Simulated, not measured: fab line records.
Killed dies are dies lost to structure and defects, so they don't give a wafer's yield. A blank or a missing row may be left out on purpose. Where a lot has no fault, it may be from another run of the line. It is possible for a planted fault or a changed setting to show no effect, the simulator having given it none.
Check of tool commonality    flow gf180mcu    12 lots, 36 wafers sampled

## WHAT PROMPTED THE OPENING
At GF_V3_THK_MEAS_01 the reading V3_CVD_00_THK is flagged on 2 of 12 lots. Fault-free wafers read 598 nm, with a standard deviation of 5.5.
Rule: flag the lot when none of its wafers has a number, or when each of its wafers that has one lies beyond 4 standard deviations from that mean. The rest of the lots are taken to be sound.

lot   measured      on             V3_CVD_00_THK (nm), wafer by wafer  flag
L546  day 22 09:45  film-metro-04  595 599 601                         
L547  day 22 15:59  film-metro-03  592 593 590                         
L548  day 23 03:10  film-metro-04  518 511 514                         FLAGGED
L551  day 24 09:20  film-metro-02  511 506 511                         FLAGGED
L558  day 26 09:42  film-metro-03  597 608 604                         
L560  day 27 05:28  film-metro-03  597 594 599                         
L561  day 27 12:31  film-metro-02  611 602 593                         
L562  day 27 15:46  film-metro-04  596 604 603                         
L564  day 28 07:03  film-metro-02  602 606 598                         
L565  day 28 16:04  film-metro-03  604 603 598                         
L566  day 28 20:56  film-metro-03  586 588 590                         
L567  day 29 04:07  film-metro-03  609 599 601                         
On average the flagged lots' numbers are 512 nm, which is -86 nm against the usual, or -16 standard deviations.

## WHICH TOOL EACH LOT WENT THROUGH
The record holds 2 process steps before the reading, out of a route of 602 steps. In each cell: the tool, then ch and the chambers that the sampled wafers went through, then the start.
lot   flag     GF_V2_SPUTTER_21              GF_V3_CVD_00
L546           pvd-sputter-03, day 21 07:52  hdpcvd-01 ch 0,1,2, day 22 09:40
L547           pvd-sputter-03, day 21 14:28  hdpcvd-01 ch 0,2, day 22 15:55
L548  FLAGGED  pvd-sputter-03, day 22 01:58  hdpcvd-01 ch 0,1, day 23 03:05
L551  FLAGGED  pvd-sputter-04, day 23 09:06  hdpcvd-01 ch 0,1,2, day 24 09:16
L558           pvd-sputter-03, day 25 10:30  hdpcvd-01 ch 0,1,2, day 26 09:38
L560           pvd-sputter-01, day 26 07:55  hdpcvd-01 ch 0,1,2, day 27 05:23
L561           pvd-sputter-04, day 26 14:22  hdpcvd-02 ch 1,2, day 27 12:26
L562           pvd-sputter-04, day 26 17:46  hdpcvd-01 ch 0,2, day 27 15:41
L564           pvd-sputter-03, day 27 08:58  hdpcvd-02 ch 0,1, day 28 06:57
L565           pvd-sputter-01, day 27 18:27  hdpcvd-01 ch 0,1,2, day 28 15:59
L566           pvd-sputter-01, day 27 23:31  hdpcvd-01 ch 0,2, day 28 20:50
L567           pvd-sputter-01, day 28 06:37  hdpcvd-01 ch 0,2, day 29 04:01
What the steps here do:
- GF_V2_SPUTTER_21: material Ti, target thk 15 nm, time 80.02 s.
- GF_V3_CVD_00: deposits SiO2, target thk 600 nm, time 100 s.
- GF_V3_THK_MEAS_01

## FLAGGED AGAINST TOTAL, ONE TOOL AT A TIME (gauges that did the reading follow at the end)
step               tool            lots run  flagged  share of the flagged lots  sound lots run after its first flagged lot
GF_V2_SPUTTER_21   pvd-sputter-01  4         0        none                       -
GF_V2_SPUTTER_21   pvd-sputter-03  5         1        some                       2 (L558,L564)
GF_V2_SPUTTER_21   pvd-sputter-04  3         1        some                       2 (L561,L562)
GF_V3_CVD_00       hdpcvd-01       10        2        all                        6 (L558,L560,L562,L565,L566,L567)
GF_V3_CVD_00       hdpcvd-02       2         0        none                       -
GF_V3_THK_MEAS_01  film-metro-02   3         1        some                       2 (L561,L564)
GF_V3_THK_MEAS_01  film-metro-03   6         0        none                       -
GF_V3_THK_MEAS_01  film-metro-04   3         1        some                       1 (L562)

## WHAT IS ALLOWED BY THE TABLE
All flagged lots share 1 row of the table, namely hdpcvd-01 at GF_V3_CVD_00.
- hdpcvd-01 at GF_V3_CVD_00 ran 10 lots, 2 of them flagged. After the first flagged lot (L558, L560, L562, L565, L566, L567), sound lots still ran on it; a lasting fault on the whole tool would not permit that. Its own readings (sih4-flow-sccm) fall more than 4 standard deviations out on all wafers of the flagged lots.
None of the table's rows ran every flagged lot and, after the first, no sound lot.

## WHAT HAD BEEN PUT IN BY THE SIMULATOR
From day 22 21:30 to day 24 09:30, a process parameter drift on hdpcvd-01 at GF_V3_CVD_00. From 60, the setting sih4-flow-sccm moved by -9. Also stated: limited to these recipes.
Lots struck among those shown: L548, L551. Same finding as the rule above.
